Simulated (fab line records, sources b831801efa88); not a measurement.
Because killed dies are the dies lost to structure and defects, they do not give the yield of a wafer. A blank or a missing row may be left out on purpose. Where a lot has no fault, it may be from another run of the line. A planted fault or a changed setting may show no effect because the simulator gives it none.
fab line records	flow sky130
record: lots: 7	wafers: 21	lastDay: 50
route steps=708 shown NWELL@82 PWDE@84 VT_ADJUST_HVTP@85 PAD_OPEN@708
lots that met no fault: taken from a fault-free run of the same line
startH: start of the lot's first displayed wafer, in hours after the record's first day	waitH: hours from the lot's prior step to this one	" as in the row above	L1.1+2: a single row standing in for several wafers	- no value present, or no start provided	* or withheld: withheld	< > ~ a bound
route shown NAME@n: NAME is a module with steps in the file, n the number in the route of the first one	usual: mean and standard deviation over wafers with no fault	same: alike in all rows	chamber/n: place in a boat	sites: the reading at each site	_std_site: the values' standard deviation	_edge_site: inner sites' mean taken away from outer sites' mean	radiusMm: how far each site lies from the wafer's centre	mask NAME#n: copy n	behind: the last tool/chamber to shape the wafer	hold: reason for holding the lot/hours on hold/outcome of the hold	device: whichever transistor did not switch (one of n, p or np)	end of line: the same wafers' tests at the end of the route	a step with no rows: only its recipe	killed: at the first sort, the dies lost to defects and structure; wafer yield is something else	map: per-die view of a wafer (x killed, . not killed, _ where there is no die)
set.NAME: setting as actually run; set.NAME@STEP: the setting as run at that earlier step	model.NAME: the simulator's own value behind a step, which no gauge read
a table for each step, a row for each wafer; lots at some steps of the route
services: a tool's chamber out of use, with start hour (startH, from the record's first day; less than 0 if before it), hours out, and reason
== steps ==
step: SKY_NWELL_RS_MEAS_29
recipe: thkMeasGauge: four-point-probe
usual: NWELL_RS: 624.5/1.5
lot.wafer	tool	chamber	startH	waitH	NWELL_RS[ohm/sq]
L836.1	filmMetro-01	-	117.14	0.1	624.6
L836.5	"	-	"	"	625.8
L836.6	"	-	"	"	624.6
L841.2	filmMetro-04	-	153.61	0.1	625.4
L841.3	"	-	"	"	626.0
L841.4	"	-	"	"	624.9
L842.2	filmMetro-02	-	166.21	0.1	624.7
L842.5	"	-	"	"	626.0
L842.6	"	-	"	"	625.0
L843.3	filmMetro-04	-	183.01	0.1	624.7
L843.4	"	-	"	"	625.3
L843.5	"	-	"	"	625.9
L846.2	filmMetro-04	-	185.77	0.1	625.9
L846.3	"	-	"	"	625.0
L846.4	"	-	"	"	625.4
L850.1	filmMetro-04	-	213.90	0.1	624.5
L850.4	"	-	"	"	622.4
L850.6	"	-	"	"	621.7
L856.4	filmMetro-01	-	241.81	0.1	622.5
L856.5	"	-	"	"	624.8
L856.6	"	-	"	"	623.5
step: SKY_NWELL_RS_MEAS_31
recipe: thkMeasGauge: four-point-probe
usual: PWDE_RS: 5275/19
lot.wafer	tool	chamber	startH	waitH	PWDE_RS[ohm/sq]
L836.1	filmMetro-01	-	117.38	0.1	5271
L836.5	"	-	"	"	5270
L836.6	"	-	"	"	5253
L841.2	filmMetro-04	-	153.85	0.1	5267
L841.3	"	-	"	"	5261
L841.4	"	-	"	"	5263
L842.2	filmMetro-02	-	166.45	0.1	5273
L842.5	"	-	"	"	5287
L842.6	"	-	"	"	5277
L843.3	filmMetro-04	-	183.25	0.1	5283
L843.4	"	-	"	"	5272
L843.5	"	-	"	"	5270
L846.2	filmMetro-04	-	186.01	0.1	5239
L846.3	"	-	"	"	5248
L846.4	"	-	"	"	5260
L850.1	filmMetro-04	-	214.14	0.1	5260
L850.4	"	-	"	"	5266
L850.6	"	-	"	"	5265
L856.4	filmMetro-01	-	242.05	0.1	5285
L856.5	"	-	"	"	5289
L856.6	"	-	"	"	5292
step: SKY_VT_ADJUST_HVTP_DEHYDRATE_00
recipe: tempC: 200	timeS: 60
step: SKY_VT_ADJUST_HVTP_HMDS_01
recipe: primeTimeS: 60	primeTempC: 120
step: SKY_VT_ADJUST_HVTP_COAT_02
recipe: resist: NOVOLAK	spinRpm: 3000	resistThkNm: 1140
step: SKY_VT_ADJUST_HVTP_SOFTBAKE_03
recipe: tempC: 90	timeS: 60	resist: NOVOLAK
step: SKY_VT_ADJUST_HVTP_EXPOSE_04
recipe: maskId: HVTPM	na: 0.6	sourceShape: conventional	sigmaOuter: 0.6	polarization: unpolarized	targetCdNm: 380	doseMj: 140
step: SKY_VT_ADJUST_HVTP_PEB_05
recipe: tempC: withheld	timeS: *	resist: NOVOLAK
step: SKY_VT_ADJUST_HVTP_DEVELOP_06
recipe: resist: NOVOLAK	developer: TMAH	developTimeS: 60	devTempC: 23
step: SKY_VT_ADJUST_HVTP_CD_MEAS_07
recipe: targetCdNm: 380
usual: cdNm: 380.3/2.4
lot.wafer	tool	chamber	startH	waitH	cdNm
L836.1	cdSem-01	-	135.86	0.1	384.3
L836.5	"	-	"	"	385.8
L836.6	"	-	"	"	382.8
L841.2	cdSem-01	-	173.78	0.1	380.2
L841.3	"	-	"	"	379.5
L841.4	"	-	"	"	378.4
L842.2	cdSem-02	-	186.29	0.1	377.1
L842.5	"	-	"	"	380.8
L842.6	"	-	"	"	377.5
L843.3	cdSem-01	-	204.02	0.1	376.9
L843.4	"	-	"	"	379.2
L843.5	"	-	"	"	379.2
L846.2	cdSem-02	-	206.80	0.1	379.1
L846.3	"	-	"	"	379.8
L846.4	"	-	"	"	380.8
L850.1	cdSem-02	-	236.38	0.1	380.7
L850.4	"	-	"	"	378.6
L850.6	"	-	"	"	378.4
L856.4	cdSem-02	-	266.38	0.1	383.4
L856.5	"	-	"	"	382.6
L856.6	"	-	"	"	384.2
step: SKY_VT_ADJUST_HVTP_OVL_MEAS_08
usual: VT_ADJUST_HVTP_OVL: 0.1/1
lot.wafer	tool	chamber	startH	waitH	VT_ADJUST_HVTP_OVL[nm]
L836.1	overlay-02	-	135.98	0.1	0.7
L836.5	"	-	"	"	0.9
L836.6	"	-	"	"	0.6
L841.2	overlay-01	-	173.88	0.1	0.1
L841.3	"	-	"	"	-0.3
L841.4	"	-	"	"	1.2
L842.2	overlay-02	-	186.39	0.1	-0.7
L842.5	"	-	"	"	-0.5
L842.6	"	-	"	"	-0.4
L843.3	overlay-02	-	204.11	0.1	0.1
L843.4	"	-	"	"	-1.8
L843.5	"	-	"	"	-1.9
L846.2	overlay-02	-	206.91	0.1	0.3
L846.3	"	-	"	"	0.3
L846.4	"	-	"	"	-0.3
L850.1	overlay-02	-	236.50	0.1	-1.1
L850.4	"	-	"	"	-0.4
L850.6	"	-	"	"	0.1
L856.4	overlay-01	-	266.45	0.1	2.8
L856.5	"	-	"	"	0.8
L856.6	"	-	"	"	-1.0
step: SKY_VT_ADJUST_HVTP_IMPLANT_09
recipe: species: As	energyKev: 150	doseCm2: 4.3e+12	tiltDeg: withheld
usual: beamEnergyKeV: 150.00/0.047
lot.wafer	tool	chamber	startH	waitH	beamEnergyKeV	model.implant.rpNm	model.implant.drpNm
L836.1	implanter-01	0	136.01	0.0	149.93	85.49	33.4
L836.5	"	0	"	"	150.04	85.49	33.4
L836.6	"	0	"	"	149.97	85.49	33.4
L841.2	implanter-03	0	173.94	0.0	149.96	85.43	33.4
L841.3	"	0	"	"	150.03	85.43	33.4
L841.4	"	0	"	"	150.03	85.43	33.4
L842.2	implanter-03	0	186.45	0.0	140.98	81.84	31.8
L842.5	"	0	"	"	140.95	81.84	31.8
L842.6	"	0	"	"	141.02	81.84	31.8
L843.3	implanter-03	0	204.19	0.1	140.98	80.5	31.8
L843.4	"	0	"	"	140.98	80.5	31.8
L843.5	"	0	"	"	141.00	80.5	31.8
L846.2	implanter-03	0	206.96	0.0	140.99	79.39	31.8
L846.3	"	0	"	"	141.02	79.39	31.8
L846.4	"	0	"	"	141.01	79.39	31.8
L850.1	implanter-01	0	236.54	0.0	149.95	82.91	33.4
L850.4	"	0	"	"	150.04	82.91	33.4
L850.6	"	0	"	"	150.00	82.91	33.4
L856.4	implanter-02	0	266.55	0.1	150.12	85.26	33.4
L856.5	"	0	"	"	150.05	85.26	33.4
L856.6	"	0	"	"	150.06	85.26	33.4
step: SKY_VT_ADJUST_HVTP_STRIP_10
recipe: chemistry: O2/N2	powerW: 1400	pressureMtorr: 1500	platenTempC: withheld	o2FlowSccm: 3000	n2FlowSccm: 300	overashFraction: 0.5
usual: drypumpMotorCurrentA: 5.81/0.27	oesProductAu: 0.716/0.0044	stripTimeToEndpointS: 14.19/0.038
lot.wafer	tool	chamber	startH	waitH	drypumpMotorCurrentA	oesProductAu	rfHoursCounterH	stripTimeToEndpointS
L836.1	plasmaAsher-02	0	136.16	0.1	5.72	0.719	35	14.14
L836.5	"	1	"	"	5.46	0.718	-	14.10
L836.6	"	0	"	"	5.73	0.710	-	14.15
L841.2	plasmaAsher-02	1	174.06	0.1	5.49	0.718	39	14.25
L841.3	"	0	"	"	5.73	0.708	-	14.24
L841.4	"	1	"	"	5.48	0.723	-	14.24
L842.2	plasmaAsher-01	1	186.57	0.1	5.44	0.721	7	14.22
L842.5	"	0	"	"	6.02	0.715	-	14.22
L842.6	"	1	"	"	5.43	0.715	-	14.18
L843.3	plasmaAsher-04	0	204.32	0.1	6.18	0.718	-	14.13
L843.4	"	1	"	"	5.79	0.714	-	14.12
L843.5	"	0	"	"	6.18	0.715	-	14.12
L846.2	plasmaAsher-04	1	207.09	0.1	5.76	0.716	52	14.12
L846.3	"	0	"	"	6.16	0.713	-	14.24
L846.4	"	1	"	"	5.77	0.718	-	14.19
L850.1	plasmaAsher-04	0	236.69	0.1	6.19	0.719	55	14.22
L850.4	"	1	"	"	5.77	0.718	-	14.19
L850.6	"	0	"	"	6.18	0.714	-	14.21
L856.4	plasmaAsher-02	1	266.66	0.1	5.48	0.718	-	14.22
L856.5	"	0	"	"	5.72	0.712	-	14.20
L856.6	"	1	"	"	5.47	0.714	-	14.16
step: SKY_PAD_OPEN_PROBE_99
usual: killed_at_M0_to_M3: 42/7.1	killed_at_M4_up: 3.0/1.7	killedAtContacts: 25/5	killedAtFrontEnd: 16/4.4	killedAtOther: 0.5/1.4	killedDies: 87/9.2	killedOpen: 47/6.2	killedShort: 39/6.6
same: grossDies: 492	killedAtBackSide: 0
lot.wafer	tool	chamber	startH	waitH	killed_at_M0_to_M3	killed_at_M4_up	killedAtContacts	killedAtFrontEnd	killedAtOther	killedDies	killedOpen	killedShort	model.etest.tipP.rsOhmSq	model.etest.pfet_01v8.rOnOhmUm	model.etest.pfet_01v8.driveUaUm	model.etest.pfet_01v8_mvt.driveUaUm	model.etest.pfet_01v8_hvt.driveUaUm	model.etest.pfet_01v8_mvt.offLog10AUm	model.etest.pfet_01v8.offLog10AUm	model.etest.sramPfetLatch.offLog10AUm
L836.1	prober-02	-	1086.62	0.1	54	1	19	22	0	96	49	45	6748	2820	200.1	156.3	147.8	-10	-9.099	-12.27
L836.5	prober-02	-	1086.82	0.2	51	1	22	12	0	86	49	37	6837	2802	201.6	157.2	151.7	-10.18	-8.885	-12.15
L836.6	prober-02	-	1086.87	0.2	47	4	27	22	0	100	58	41	6777	2827	198.2	156.4	147.5	-10.05	-8.935	-12.34
L841.2	prober-01	-	1121.14	0.1	38	3	27	14	0	82	42	39	6852	2963	187.5	149.6	138.9	-10.46	-9.775	-12.89
L841.3	prober-01	-	1121.19	0.2	39	4	27	22	2	94	52	40	6863	2975	187.6	149.4	138.8	-10.61	-10.08	-12.91
L841.4	prober-01	-	1121.24	0.2	36	2	28	20	1	87	50	36	6836	2866	196.1	153.2	143.1	-10.26	-9.633	-12.5
L842.2	prober-02	-	1136.35	0.1	38	4	27	21	1	91	52	38	6815	2993	183.7	146.9	137	-11.31	-10.11	-12.95
L842.5	prober-02	-	1136.50	0.2	52	2	19	15	0	88	35	53	6911	2916	189.8	149.1	141.5	-11.24	-9.997	-12.68
L842.6	prober-02	-	1136.55	0.2	47	3	27	13	0	90	42	48	6887	2883	197.3	150.3	146.6	-10.93	-9.459	-12.59
L843.3	prober-01	-	1150.71	0.2	36	4	24	15	0	79	43	33	7023	2942	190.4	147.1	141.4	-11.26	-9.985	-13.15
L843.4	prober-01	-	1150.76	0.2	51	3	26	12	0	92	55	36	7122	2992	184.9	143.2	138.2	-11.47	-10.44	-13.07
L843.5	prober-01	-	1150.81	0.2	53	5	18	17	0	93	59	34	7053	3121	177.3	141.1	132.2	-11.69	-10.95	-13.31
L846.2	prober-01	-	1152.94	0.1	45	5	25	10	0	85	43	40	6991	2976	186.4	145.5	138.9	-11.69	-10.71	-13.18
L846.3	prober-01	-	1152.99	0.2	43	4	19	8	0	74	49	25	7013	3060	179.9	142.7	133.1	-11.87	-11.31	-13.32
L846.4	prober-01	-	1153.04	0.2	38	1	14	12	0	65	35	30	6992	2944	187.5	145.6	139.2	-11.68	-10.52	-13.23
L850.1	prober-01	-	1175.93	0.1	35	1	24	16	0	76	36	40	6926	2840	197.7	155.8	149.9	-10.68	-9.485	-12.59
L850.4	prober-01	-	1176.08	0.2	49	2	41	12	0	104	51	53	6870	2890	192.7	152.8	145.4	-10.79	-9.775	-12.62
L850.6	prober-01	-	1176.18	0.2	47	4	23	24	0	98	48	50	6894	2879	196.1	152.6	145.2	-10.7	-9.766	-13.06
L856.4	prober-01	-	1194.95	0.2	30	2	31	14	0	77	40	37	6739	2923	194.6	153.5	144.8	-10.48	-9.657	-12.65
L856.5	prober-01	-	1195.00	0.2	47	4	28	19	0	98	53	45	6818	2929	191.2	150.6	140.2	-10.5	-9.728	-12.6
L856.6	prober-01	-	1195.05	0.2	41	2	25	17	0	85	47	38	6753	2873	193.2	153	143.7	-10.52	-9.554	-12.53
killed by level:class
L836.1 VIA1:geometricParticle:open=10 LI_CONTACT:geometricParticle:open=8 VIA1:geometricParticle:short=7 FIELD_ISO:geometricParticle:short=6 CONTACT:geometricParticle:open=6 VIA3:geometricParticle:open=5 METAL1:geometricParticle:short=5 METAL2:geometricParticle:short=5
L836.5 VIA1:geometricParticle:open=13 CONTACT:geometricParticle:open=12 VIA2:geometricParticle:open=6 METAL1:geometricParticle:short=6 FIELD_ISO:geometricParticle:short=5 METAL2:geometricParticle:short=5 VIA2:geometricParticle:short=5 VIA3:geometricParticle:open=5
L836.6 VIA1:geometricParticle:open=11 FIELD_ISO:geometricParticle:open=8 CONTACT:geometricParticle:open=7 LI_CONTACT:geometricParticle:open=6 CONTACT:geometricParticle:short=5 METAL1:geometricParticle:short=5 VIA2:geometricParticle:open=5 VIA3:geometricParticle:open=5
L841.2 CONTACT:geometricParticle:open=13 VIA1:geometricParticle:open=7 POLY_GATE:geometricParticle:open=5 VIA1:geometricParticle:short=5 METAL2:geometricParticle:short=5 VIA2:geometricParticle:open=5 POLY_GATE:geometricParticle:short=4 METAL3:geometricParticle:short=4
L841.3 CONTACT:geometricParticle:open=10 VIA1:geometricParticle:open=8 METAL2:geometricParticle:short=8 FIELD_ISO:geometricParticle:open=7 LI_CONTACT:geometricParticle:open=7 FIELD_ISO:geometricParticle:short=5 LOCAL_INTERCONNECT:geometricParticle:short=5 METAL3:geometricParticle:short=5
L841.4 CONTACT:geometricParticle:open=12 VIA1:geometricParticle:open=9 LI_CONTACT:geometricParticle:open=7 FIELD_ISO:geometricParticle:open=6 POLY_GATE:geometricParticle:short=6 VIA2:geometricParticle:short=5 LOCAL_INTERCONNECT:geometricParticle:short=5 VIA1:geometricParticle:short=5
L842.2 CONTACT:geometricParticle:open=11 VIA1:geometricParticle:open=9 LI_CONTACT:geometricParticle:open=7 FIELD_ISO:geometricParticle:open=6 METAL2:geometricParticle:short=6 METAL1:geometricParticle:short=6 VIA3:geometricParticle:open=6 POLY_GATE:geometricParticle:short=5
L842.5 VIA1:geometricParticle:open=10 METAL2:geometricParticle:short=8 METAL1:geometricParticle:short=7 VIA2:geometricParticle:open=7 VIA1:geometricParticle:short=6 FIELD_ISO:geometricParticle:open=5 CONTACT:geometricParticle:short=5 LOCAL_INTERCONNECT:geometricParticle:short=5
L842.6 VIA1:geometricParticle:open=9 CONTACT:geometricParticle:short=8 METAL2:geometricParticle:short=8 VIA2:geometricParticle:open=7 CONTACT:geometricParticle:open=6 VIA3:geometricParticle:open=6 FIELD_ISO:geometricParticle:short=5 POLY_GATE:geometricParticle:open=5
L843.3 VIA1:geometricParticle:open=11 CONTACT:geometricParticle:open=7 LOCAL_INTERCONNECT:geometricParticle:short=6 VIA2:geometricParticle:open=5 FIELD_ISO:geometricParticle:short=4 POLY_GATE:geometricParticle:open=4 LI_CONTACT:geometricParticle:open=4 VIA1:geometricParticle:short=4
L843.4 VIA1:geometricParticle:open=16 CONTACT:geometricParticle:open=10 VIA2:geometricParticle:open=9 VIA3:geometricParticle:open=7 VIA2:geometricParticle:short=6 LI_CONTACT:geometricParticle:open=5 LI_CONTACT:geometricParticle:short=4 VIA1:geometricParticle:short=4
L843.5 VIA1:geometricParticle:open=19 CONTACT:geometricParticle:open=8 VIA3:geometricParticle:open=7 LI_CONTACT:geometricParticle:open=7 VIA1:geometricParticle:short=7 FIELD_ISO:geometricParticle:open=6 METAL2:geometricParticle:short=6 POLY_GATE:geometricParticle:open=4
L846.2 VIA1:geometricParticle:open=16 CONTACT:geometricParticle:short=7 VIA2:geometricParticle:open=7 LOCAL_INTERCONNECT:geometricParticle:short=6 CONTACT:geometricParticle:open=5 METAL1:geometricParticle:short=5 LI_CONTACT:geometricParticle:open=4 VIA1:geometricParticle:short=4
L846.3 VIA1:geometricParticle:open=10 LI_CONTACT:geometricParticle:open=8 CONTACT:geometricParticle:open=8 VIA3:geometricParticle:open=8 VIA2:geometricParticle:open=7 FIELD_ISO:geometricParticle:short=4 VIA1:geometricParticle:short=4 VIA2:geometricParticle:short=4
L846.4 VIA1:geometricParticle:open=9 VIA2:geometricParticle:open=6 CONTACT:geometricParticle:open=5 VIA3:geometricParticle:open=5 POLY_GATE:geometricParticle:short=4 METAL1:geometricParticle:short=4 VIA1:geometricParticle:short=4 LI_CONTACT:geometricParticle:open=3
L850.1 CONTACT:geometricParticle:open=8 VIA1:geometricParticle:open=7 CONTACT:geometricParticle:short=5 VIA2:geometricParticle:open=5 VIA3:geometricParticle:short=5 POLY_GATE:geometricParticle:short=4 POLY_GATE:geometricParticle:open=4 LI_CONTACT:geometricParticle:open=4
L850.4 CONTACT:geometricParticle:open=15 METAL2:geometricParticle:short=12 CONTACT:geometricParticle:short=11 VIA3:geometricParticle:open=9 VIA1:geometricParticle:open=9 LI_CONTACT:geometricParticle:open=6 METAL1:geometricParticle:short=6 VIA2:geometricParticle:short=5
L850.6 FIELD_ISO:geometricParticle:short=10 LI_CONTACT:geometricParticle:open=8 METAL2:geometricParticle:short=7 VIA3:geometricParticle:open=7 METAL1:geometricParticle:short=6 VIA1:geometricParticle:open=5 LOCAL_INTERCONNECT:geometricParticle:short=5 VIA2:geometricParticle:open=5
L856.4 CONTACT:geometricParticle:short=9 CONTACT:geometricParticle:open=8 LI_CONTACT:geometricParticle:open=7 VIA1:geometricParticle:open=7 VIA3:geometricParticle:open=6 LOCAL_INTERCONNECT:geometricParticle:short=5 METAL1:geometricParticle:short=5 FIELD_ISO:geometricParticle:short=4
L856.5 VIA1:geometricParticle:open=16 CONTACT:geometricParticle:short=9 LI_CONTACT:geometricParticle:open=7 CONTACT:geometricParticle:open=7 METAL1:geometricParticle:short=7 VIA3:geometricParticle:open=7 FIELD_ISO:geometricParticle:open=5 VIA1:geometricParticle:short=5
L856.6 CONTACT:geometricParticle:open=11 FIELD_ISO:geometricParticle:open=9 CONTACT:geometricParticle:short=8 VIA2:geometricParticle:open=8 VIA1:geometricParticle:open=7 METAL1:geometricParticle:short=6 VIA3:geometricParticle:open=5 VIA1:geometricParticle:short=4
== services ==
tool	chamber	startH	hours	kind
plasmaAsher-01	0	117.75	-	clean
plasmaAsher-01	1	117.75	-	clean
implanter-01	-	117.91	3.8	repair
implanter-01	-	163.42	5.6	pm
implanter-01	-	171.34	1.5	repair
implanter-01	-	181.55	6.9	repair
implanter-02	-	211.95	3.8	repair
implanter-03	-	219.39	1.3	repair
implanter-03	-	245.68	2.9	repair
implanter-03	-	262.76	1.2	repair
plasmaAsher-04	-	264.37	1.5	repair
== key ==
firstSign: step: SKY_VT_ADJUST_HVTP_IMPLANT_09	reading: beamEnergyKeV	direction: down	sigmas: 99+	usual: *	struck: *
effect none on later readings
modelEffect: step: SKY_VT_ADJUST_HVTP_IMPLANT_09	value: implant.rpNm	without: 85.52	struck: 80.58
modelEffect: step: SKY_PAD_OPEN_PROBE_99	value: etest.tipP.rsOhmSq	without: 6783	struck: 6979
metAt SKY_VT_ADJUST_HVTP_IMPLANT_09
struckWafers L842.2,L842.5,L842.6,L843.3,L843.4,L843.5,L846.2,L846.3,L846.4
testerLeftOut L842,L843,L846
onsetBetween 173.94 186.45
fault: kind: processParameterDrift	tool: implanter-03	chamber: -	onsetH: 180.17	steps: SKY_VT_ADJUST_HVTP_IMPLANT_09	channel: energyKev	offset: *	shape: step	endH: 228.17	actsIn: *	stated: *
testerLeftOut: of these lots the tester's yield and bins aren't shown, on N5 and GAA mostly nor the transistor test; their killed dies are dies lost to structure and defects alone, not to doping, threshold or leakage, so they don't give the yield
